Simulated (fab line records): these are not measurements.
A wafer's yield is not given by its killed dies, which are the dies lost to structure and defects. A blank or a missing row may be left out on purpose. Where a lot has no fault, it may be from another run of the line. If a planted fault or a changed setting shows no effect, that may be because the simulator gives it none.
What tool caused it? / flow sky130 / 6 lots with 18 wafers sampled at 2 steps, on a route of 708 steps

== WHAT EACH GAUGE READ, for each wafer ==
SKY_NWELL_RS_MEAS_29: uses a four-point probe to measure.
lot=L440; measured=day 6 13:38; on=film-metro-02; NWELL_RS (ohm/sq)=625.8 627.1 626.7
lot=L445; measured=day 7 18:48; on=film-metro-02; NWELL_RS (ohm/sq)=622.5 623.7 623.2
lot=L448; measured=day 8 00:55; on=film-metro-03; NWELL_RS (ohm/sq)=624.3 624.4 627.1
lot=L455; measured=day 10 01:29; on=film-metro-02; NWELL_RS (ohm/sq)=624.0 623.6 624.3
lot=L457; measured=day 10 10:23; on=film-metro-01; NWELL_RS (ohm/sq)=635.6 634.3 633.1 635.1 635.3 632.6
lot=L459; measured=day 11 04:19; on=film-metro-01; NWELL_RS (ohm/sq)=620.6 622.4 622.8

== EACH LOT AND THE TOOL THAT RAN IT (in order: tool; ch and the chambers of the sampled wafers; start) ==
lot=L440; SKY_NWELL_IMPLANT_11=implanter-03 ch 0, day 5 17:28
lot=L445; SKY_NWELL_IMPLANT_11=implanter-03 ch 0, day 6 22:15
lot=L448; SKY_NWELL_IMPLANT_11=implanter-03 ch 0, day 7 04:01
lot=L455; SKY_NWELL_IMPLANT_11=implanter-03 ch 0, day 9 02:33
lot=L457; SKY_NWELL_IMPLANT_11=implanter-03 ch 0, day 9 11:43
lot=L459; SKY_NWELL_IMPLANT_11=implanter-02 ch 0, day 10 03:46
- SKY_NWELL_IMPLANT_11

== THE ANSWER, worked out from the rows above alone ==
Rule: the usual values come from the lots themselves. The widest of any qualifying gaps counts: lots, ordered by their means at a reading, are off when they make up no more than a third of the lots, leave a main group of 4 or more, and stand apart from it by 3 or more times the standard deviation of that group's means. A main group whose means are all the same, to the digits that the tables above print for the reading, isn't used. A lot without any number at a reading at which 4 lots or more have one is off too. Any other lot the step has rows for is counted as sound.
Off: at SKY_NWELL_RS_MEAS_29 (NWELL_RS), L457. Mean 624.2 ohm/sq and standard deviation 1.6 in the main group.
A tool fits if, at a process step before that reading, it ran every lot that is off, and no sound lot after the first of them. Those tools and the gauges at SKY_NWELL_RS_MEAS_29 are tried in the same way. One candidate fits, namely implanter-03 at SKY_NWELL_IMPLANT_11. Its last sound lot is L455 (day 9 02:33), its first lot that is off L457 (day 9 11:43): a fault that began between those two fits.

== WHAT THE SIMULATOR HAD INSERTED ==
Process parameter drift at SKY_NWELL_IMPLANT_11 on implanter-03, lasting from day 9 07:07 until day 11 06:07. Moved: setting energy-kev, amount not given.
Lots struck among those shown: L457. The rule given above showed the same thing.
